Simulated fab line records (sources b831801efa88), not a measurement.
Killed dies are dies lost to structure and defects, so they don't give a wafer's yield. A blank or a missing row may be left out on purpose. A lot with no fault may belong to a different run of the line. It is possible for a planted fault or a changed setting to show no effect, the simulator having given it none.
Chamber matching || flow sky130 || SKY_VIA2_CMP_24 on cmp-01: 4 sister chambers
The step polishes, stops on SiO2, t overpolish 20 s, target thk 0 nm. 8 wafers are shown with their chamber, then 12 later ones without.

## WAFERS PAIRED WITH THEIR CHAMBERS
{"wafer": "L081.5", "chamber": 3, "motor_current_A (A)": 12.2, "time_to_endpoint_s (s)": 105}
{"wafer": "L087.5", "chamber": 0, "motor_current_A (A)": 9.6, "time_to_endpoint_s (s)": 94}
{"wafer": "L086.1", "chamber": 2, "motor_current_A (A)": 13.4, "time_to_endpoint_s (s)": 98}
{"wafer": "L086.2", "chamber": 1, "motor_current_A (A)": 9.9, "time_to_endpoint_s (s)": 95}
{"wafer": "L086.3", "chamber": 0, "motor_current_A (A)": 9.8, "time_to_endpoint_s (s)": 96}
{"wafer": "L089.1", "chamber": 1, "motor_current_A (A)": 9.6, "time_to_endpoint_s (s)": 101}
{"wafer": "L089.5", "chamber": 3, "motor_current_A (A)": 12.9, "time_to_endpoint_s (s)": 105}
{"wafer": "L089.6", "chamber": 2, "motor_current_A (A)": 13.4, "time_to_endpoint_s (s)": 100}

## WAFERS MISSING THEIR CHAMBER
{"wafer": "L092.2", "motor_current_A (A)": 12.3, "time_to_endpoint_s (s)": 107}
{"wafer": "L092.3", "motor_current_A (A)": 10.1, "time_to_endpoint_s (s)": 95}
{"wafer": "L092.4", "motor_current_A (A)": 10.6, "time_to_endpoint_s (s)": 97}
{"wafer": "L094.2", "motor_current_A (A)": 14.4, "time_to_endpoint_s (s)": 100}
{"wafer": "L094.4", "motor_current_A (A)": 10.2, "time_to_endpoint_s (s)": 99}
{"wafer": "L094.6", "motor_current_A (A)": 9.6, "time_to_endpoint_s (s)": 98}
{"wafer": "L094.1", "motor_current_A (A)": 10.1, "time_to_endpoint_s (s)": 98}
{"wafer": "L094.3", "motor_current_A (A)": 12.6, "time_to_endpoint_s (s)": 103}
{"wafer": "L094.5", "motor_current_A (A)": 9.5, "time_to_endpoint_s (s)": 96}
{"wafer": "L096.2", "motor_current_A (A)": 10.3, "time_to_endpoint_s (s)": 94}
{"wafer": "L096.4", "motor_current_A (A)": 11.8, "time_to_endpoint_s (s)": 99}
{"wafer": "L096.5", "motor_current_A (A)": 9.4, "time_to_endpoint_s (s)": 98}

## WHICH CHAMBER EACH WENT THROUGH
{"wafer": "L092.2", "from the rows above": 3, "in truth": 3}
{"wafer": "L092.3", "from the rows above": "can't be placed: 0 or 1", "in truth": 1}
{"wafer": "L092.4", "from the rows above": "can't be placed: 1 or 0", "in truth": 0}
{"wafer": "L094.2", "from the rows above": 2, "in truth": 2}
{"wafer": "L094.4", "from the rows above": "can't be placed: 1 or 0", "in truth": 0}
{"wafer": "L094.6", "from the rows above": "can't be placed: 1 or 0", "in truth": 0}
{"wafer": "L094.1", "from the rows above": "can't be placed: 1 or 0", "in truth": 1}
{"wafer": "L094.3", "from the rows above": 3, "in truth": 3}
{"wafer": "L094.5", "from the rows above": "can't be placed: 0 or 1", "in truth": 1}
{"wafer": "L096.2", "from the rows above": "can't be placed: 0 or 1", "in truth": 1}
{"wafer": "L096.4", "from the rows above": 3, "in truth": 3}
{"wafer": "L096.5", "from the rows above": "can't be placed: 1 or 0", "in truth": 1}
Correct placement for 4 of the 12. From these rows, 8 cannot be placed; in 8 the true chamber is one of the candidates. 0 placed wrongly.
How it was worked out, from the rows above alone: a wafer's distance from a chamber is the root of the sum, over the readings, of the square of ((its reading less the chamber's mean) divided by the reading's scatter). The wafer belongs to the nearest chamber; if the next one is less than 2 further off, it can't be placed. For every chamber, the mean is computed from those of its wafers that are shown. The scatter: take each reading less its chamber's mean, square it, sum over the shown wafers, divide by the number of wafers less the number of chambers, and take the root.
